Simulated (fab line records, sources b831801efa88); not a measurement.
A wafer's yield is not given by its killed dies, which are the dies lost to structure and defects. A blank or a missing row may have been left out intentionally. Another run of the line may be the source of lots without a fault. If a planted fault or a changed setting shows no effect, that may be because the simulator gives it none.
One fault through the eyes of 2 desks :: flow gf180mcu :: each desk has only its own numbers; what lay behind them comes last

FROM THE METROLOGY DESK
Lot by lot, what the gauges showed, no matter which tool ran the lot: averages of those sampled wafers that carry a number. A lot is out of limits, marked OUT, if its mean lies more than 4 standard deviations from the usual mean; the brackets give that distance.
Columns: A = V2_OVL at GF_V2_OVL_MEAS_15, usual 0 nm; B = V2_W_RS at GF_V2_RS_MEAS_24, usual 0.326 ohm/sq; C = V2_W_THK at GF_V2_THK_MEAS_25, usual 331 nm
lot: L926
first seen here: day 20 04:14
A: 0
B: 0.330
C: 328

lot: L932
first seen here: day 22 23:09
A: -3
B: 0.325
C: 333

lot: L934
first seen here: day 23 05:34
A: -7
B: 0.325
C: 333

lot: L935
first seen here: day 23 17:31
A: -4
B: 0.326
C: 332

lot: L937
first seen here: day 24 08:10
A: 1
B: 0.325
C: 331

lot: L939
first seen here: day 24 22:05
A: -4
B: 0.327
C: 330

lot: L941
first seen here: day 25 19:48
A: 7
B: 0.272 (-13) OUT
C: 400 (+15) OUT

lot: L943
first seen here: day 26 09:47
A: -1
B: 0.297 (-7.1) OUT
C: 366 (+7.9) OUT

lot: L948
first seen here: day 27 16:11
A: -6
B: 0.328
C: 331

lot: L949
first seen here: day 28 01:41
A: 8
B: 0.333
C: 323
Finding of this desk: L941, L943 out of limits, first seen on L941 at day 25 20:44 (V2_W_RS at GF_V2_RS_MEAS_24). L926, L932, L934, L935, L937, L939, L948, L949 stayed within limits.

THE TOOL OWNER'S DESK: cvd-w-01
The tool's own readings at GF_V2_CVD_23 (deposits W, target thk 350 nm, time 104.94 s): means of the sampled wafers that have a number, for each lot that ran on this tool. A lot is out of limits, marked OUT, if its mean lies more than 4 standard deviations from the usual mean; the brackets give that distance.
Columns: A = chamber-pressure-Torr at GF_V2_CVD_23, usual 39.99 Torr; B = heater-power-w at GF_V2_CVD_23, usual 781 W; C = susceptor-temp-C at GF_V2_CVD_23, usual 400.01 C
lot: L926
first seen here: day 20 05:02
A: 40.03
B: 729
C: 400.12

lot: L932
first seen here: day 22 23:58
A: 39.96
B: 739
C: 399.93

lot: L935
first seen here: day 23 18:21
A: 40.01
B: 750
C: 400.00

lot: L937
first seen here: day 24 08:58
A: 40.04
B: 746
C: 400.01

lot: L939
first seen here: day 24 22:53
A: 39.97
B: 740
C: 400.19

lot: L941
first seen here: day 25 20:37
A: 39.93
B: 817
C: 410.78 (+45) OUT

lot: L943
first seen here: day 26 10:38
A: 40.03
B: 773
C: 405.30 (+22) OUT
This desk's finding: out of limits on L941, L943; first on L941, day 25 20:37 (susceptor-temp-C at GF_V2_CVD_23). L926, L932, L935, L937, L939 stayed within limits.

PUT TOGETHER
At day 25 20:37, on L941, L943, the tool owner's desk was in a position to raise an alarm.
On L941, L943, the metrology desk was in a position to raise an alarm at day 25 20:44.
All the named lots went through GF_V2_CVD_23 on cvd-w-01.

WHAT THE SIMULATOR PUT IN
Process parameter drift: cvd-w-01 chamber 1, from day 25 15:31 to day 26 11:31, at GF_V2_CVD_23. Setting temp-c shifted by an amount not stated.
Lots struck among those shown: L941, L943.
Time in hours from fault onset to the first out-of-limits reading at each desk: tool owner's desk 5, metrology desk 5.
